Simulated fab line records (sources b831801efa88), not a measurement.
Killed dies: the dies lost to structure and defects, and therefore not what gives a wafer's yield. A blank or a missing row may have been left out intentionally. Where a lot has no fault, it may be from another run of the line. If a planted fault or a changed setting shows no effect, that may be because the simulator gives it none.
A lot that was struck, set against a sound lot / flow sky130 / 17 steps out of a route of 708
Sound: wafers L362.1, L362.2, L362.3. Struck: wafer L361.2. (L361.5 of the same lot was not struck and is left out.) The cause comes at the end.
Order at every step that has rows: each side's tool, ch and its chambers, its first start. Under that, the readings that differ: sound wafers / struck wafers / difference of the means / sigmas: that difference in standard deviations of wafers without a fault.
alike: readings with means less than 2 such deviations apart, plus words and numbers identical on both sides. not compared: withheld readings, readings lacking a value on some wafer, bounds such as >300 that could conceal the same value, and numbers that have no deviation in the record and whose values overlap.
A row with sigmas, a row that says differs or no value, or rows on one side alone: a step with any of these is where the two part. Non-overlapping numbers with no deviation appear without sigmas and do not part them. A reading missing from all wafers of one side parts the sides only when that side holds two or more wafers.

first, 2 steps without rows for these wafers: SKY_NWELL_IMPLANT_12; SKY_NWELL_IMPLANT_13.
SKY_NWELL_STRIP_14: strips in O2/N2.
  sound on plasma_asher-04 ch 0,1, day 9 17:41; struck on plasma_asher-04 ch 0, day 9 11:59
  alike: drypump_motor_current_A, oes_product_au, strip_time_to_endpoint_s
  not compared: rf_hours_counter_h
SKY_NWELL_TW_MEAS_15:
  sound on film_metro-01 at day 9 17:47; struck on film_metro-04 at day 9 12:06
  alike: NWELL_TW
then, 7 steps without rows for these wafers: SKY_NWELL_DEHYDRATE_16 (time 60 s); SKY_NWELL_HMDS_17 (prime time 60 s); SKY_NWELL_COAT_18 (resist thk 3000 nm); SKY_NWELL_SOFTBAKE_19; SKY_NWELL_EXPOSE_20 (exposes mask NWM COMPLEMENT, target cd 840 nm); SKY_NWELL_PEB_21; SKY_NWELL_DEVELOP_22 (develop time 60 s).
SKY_NWELL_OVL_MEAS_23:
  sound on overlay-02 at day 10 17:08; struck on overlay-02 at day 10 10:44
  alike: NWELL_01_OVL
SKY_NWELL_IMPLANT_24:
  sound on implanter-01 ch 0, day 10 17:10; struck on implanter-02 ch 0, day 10 10:47
reading=beam_on_s (s); sound=9.63 9.76 10.05; struck=8.85; difference=-0.96; sigmas=-5
reading=faraday_current_uA; sound=53.9 52.9 51.7; struck=58.4; difference=+5.6; sigmas=+5
SKY_NWELL_STRIP_25: strips in O2/N2.
  sound on plasma_asher-02 ch 0,1, day 10 17:19; struck on plasma_asher-04 ch 0, day 10 10:55
  alike: drypump_motor_current_A, oes_product_au, strip_time_to_endpoint_s
  not compared: rf_hours_counter_h
SKY_NWELL_TW_MEAS_26:
  sound on film_metro-01 at day 10 17:25; struck on film_metro-01 at day 10 11:02
reading=NWELL_2_TW; sound=499 502 500; struck=476; difference=-24; sigmas=-4
then, 1 step without rows for these wafers: SKY_NWELL_CLEAN_27 (cleans in SC1/SC2, time 150 s).
-- the record jumps here: 41 days lie between the struck wafers' starts before and after (it left off in module NWELL and takes up again in module PAD_OPEN, whose first step shown is number 708 of the route) --
SKY_PAD_OPEN_PROBE_99:
  sound on prober-01 at day 51 23:50; struck on prober-01 at day 51 19:36
reading=killed_open; sound=53 48 50; struck=65; difference=+15; sigmas=+2
reading=model.etest.pfet_16v.r_on_ohm_um; sound=1.558e+04 1.533e+04 1.528e+04; struck=1.626e+04; difference=+8.633e+02; sigmas=
reading=model.etest.res_pwell_under_gate.rs_ohm_sq; sound=2278 2271 2286; struck=2515; difference=+237; sigmas=
reading=model.etest.pfet_16v.drive_ua_um; sound=237.1 238.9 240.3; struck=228.4; difference=-10.4; sigmas=
reading=model.etest.field_n.vt_v (V); sound=36.37 35.97 35.82; struck=32.65; difference=-3.40; sigmas=
  alike: killed_at_M0_to_M3, killed_at_M4_up, killed_at_contacts, killed_at_front_end, killed_at_other, killed_dies, killed_on_rim, killed_short

== WHERE THEY PART ==
Last at SKY_PAD_OPEN_PROBE_99 as far as this record goes, first at SKY_NWELL_IMPLANT_24.

WHY: whatever the simulator had introduced
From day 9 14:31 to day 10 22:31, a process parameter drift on implanter-02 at SKY_NWELL_IMPLANT_24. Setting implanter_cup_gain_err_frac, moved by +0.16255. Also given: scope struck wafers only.
